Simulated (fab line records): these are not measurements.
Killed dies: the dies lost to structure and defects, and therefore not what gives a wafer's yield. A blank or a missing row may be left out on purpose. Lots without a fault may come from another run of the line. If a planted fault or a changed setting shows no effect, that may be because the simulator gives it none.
A struck lot beside a sound one || flow sky130 || 20 steps out of a route of 708
Sound: the wafers L695.1, L695.5, L695.6. The struck wafers were L701.1, L701.2, L701.4. Last of all comes the cause.
Per side, at each step with rows, come the tool, then ch with its chambers, and then its first start. Under that, the readings that differ: sound wafers || struck wafers || difference of the means || sigmas: that difference in standard deviations of wafers without a fault.
alike: readings whose means differ by less than 2 such deviations, and words and numbers that are the same on both sides. not compared: withheld readings, readings that some wafer has no value for, bounds like >300 that may hide the same value, and numbers for which the record gives no deviation and whose values overlap.
A row with sigmas, a row that says differs or no value, or rows on one side alone: a step with any of these is where the two part. Numbers that have no deviation but don't overlap get no sigmas and don't part them. A reading missing from all wafers of one side parts the sides only when that side holds two or more wafers.

first, 1 step without rows for these wafers: SKY_SONOS_ONO_DEVELOP_12 (develop time 60 s).
SKY_SONOS_ONO_CD_MEAS_13: the cd target is 410 nm.
  sound on cd sem-02 at day 15 04:41; struck on cd sem-01 at day 17 11:35
{"reading": "cd nm (nm)", "sound": "406.0 405.8 406.8", "struck": "411.1 411.8 411.2", "difference": "+5.2", "sigmas": "+2"}
SKY_SONOS_ONO_OVL_MEAS_14:
  sound on overlay-02 at day 15 04:48; struck on overlay-02 at day 17 11:42
  alike: SONOS_ONO_OVL
SKY_SONOS_ONO_ETCH_15: etches the open film in CHF3/O2, target depth 19.52 nm, time 7.8 s.
  sound on rie diel-03 ch 0,2,3, day 15 04:50; struck on rie diel-03 ch 0,2,3, day 17 11:44
  alike: drypump motor current A, oes product au, throttle valve pct
  not compared: rf hours counter h
then, 1 step without rows for these wafers: SKY_SONOS_ONO_WET_ETCH_16 (etches SiO2 in dHF, target depth 14 nm, time 280 s).
SKY_SONOS_ONO_STRIP_17: strips in O2/N2.
  sound on plasma asher-03 ch 0,1, day 15 04:56; struck on plasma asher-01 ch 0,1, day 17 11:51
  alike: drypump motor current A, oes product au, strip time to endpoint s
  not compared: rf hours counter h
then, 3 steps without rows for these wafers: SKY_SONOS_ONO_WET_ETCH_18 (etches Si3N4 in H3PO4, target depth 15 nm, time 172 s); SKY_GATE_OXIDE_CLEAN_00 (cleans in SC1/SC2, time 150 s); SKY_GATE_OXIDE_OXIDATION_01 (stabilise 600 s, purge 300 s, target thk 10.268 nm).
SKY_GATE_OXIDE_THK_MEAS_02:
  sound on film metro-01 at day 15 11:10; struck on film metro-03 at day 17 14:50
  alike: GATE_OXIDE_OXIDATION_00_THK
then, 2 steps without rows for these wafers: SKY_GATE_OXIDE_DEHYDRATE_03 (time 60 s); SKY_GATE_OXIDE_HMDS_04 (prime time 60 s).
SKY_GATE_OXIDE_COAT_05: resist thk 1140 nm.
  sound on litho track-01 ch 0, day 15 23:47; struck on litho track-01, day 18 05:05
  no value came back on the struck wafers for chill plate temp C (C), dispense pressure kPa (kPa); on the sound wafers chill plate temp C (C) reads 22.95 23.06 22.92
then, 4 steps without rows for these wafers: SKY_GATE_OXIDE_SOFTBAKE_06 (time 60 s); SKY_GATE_OXIDE_EXPOSE_07 (exposes mask LVOM, target cd 600 nm); SKY_GATE_OXIDE_PEB_08; SKY_GATE_OXIDE_DEVELOP_09 (develop time 60 s).
SKY_GATE_OXIDE_OVL_MEAS_10:
  sound on overlay-02 at day 16 14:46; struck on overlay-01 at day 18 20:32
{"reading": "GATE_OXIDE_OVL (nm)", "sound": "0.7 1.0 0.3", "struck": "- - -", "difference": "no value on the struck wafers", "sigmas": ""}
then, 1 step without rows for these wafers: SKY_GATE_OXIDE_IMPLANT_11.
-- the record jumps here: 30 days lie between the struck wafers' starts before and after (it left off in module GATE_OXIDE and takes up again in module PAD_OPEN, whose first step shown is number 708 of the route) --
SKY_PAD_OPEN_PROBE_99:
  sound on prober-02 at day 47 18:24; struck on prober-02 at day 49 03:00
{"reading": "hold", "sound": "- - -", "struck": "await dispo/1.8h/scrap await dispo/1.8h/scrap await dispo/1.8h/scrap", "difference": "no value on the sound wafers", "sigmas": ""}
{"reading": "killed at contacts", "sound": "21 19 17", "struck": "32 29 29", "difference": "+11", "sigmas": "+2"}
{"reading": "killed at front end", "sound": "20 17 14", "struck": "403 425 430", "difference": "+402", "sigmas": "+98"}
{"reading": "killed dies", "sound": "89 89 92", "struck": "492 492 492", "difference": "+402", "sigmas": "+42"}
{"reading": "killed on rim", "sound": "19 14 17", "struck": "96 96 96", "difference": "+79", "sigmas": "+21"}
  alike: killed_at_M0_to_M3, killed_at_M4_up, killed at other, killed open, killed short

== WHERE THEY PART ==
First at SKY_SONOS_ONO_CD_MEAS_13; last, within this record, at SKY_PAD_OPEN_PROBE_99.

WHY: what the simulator had put in
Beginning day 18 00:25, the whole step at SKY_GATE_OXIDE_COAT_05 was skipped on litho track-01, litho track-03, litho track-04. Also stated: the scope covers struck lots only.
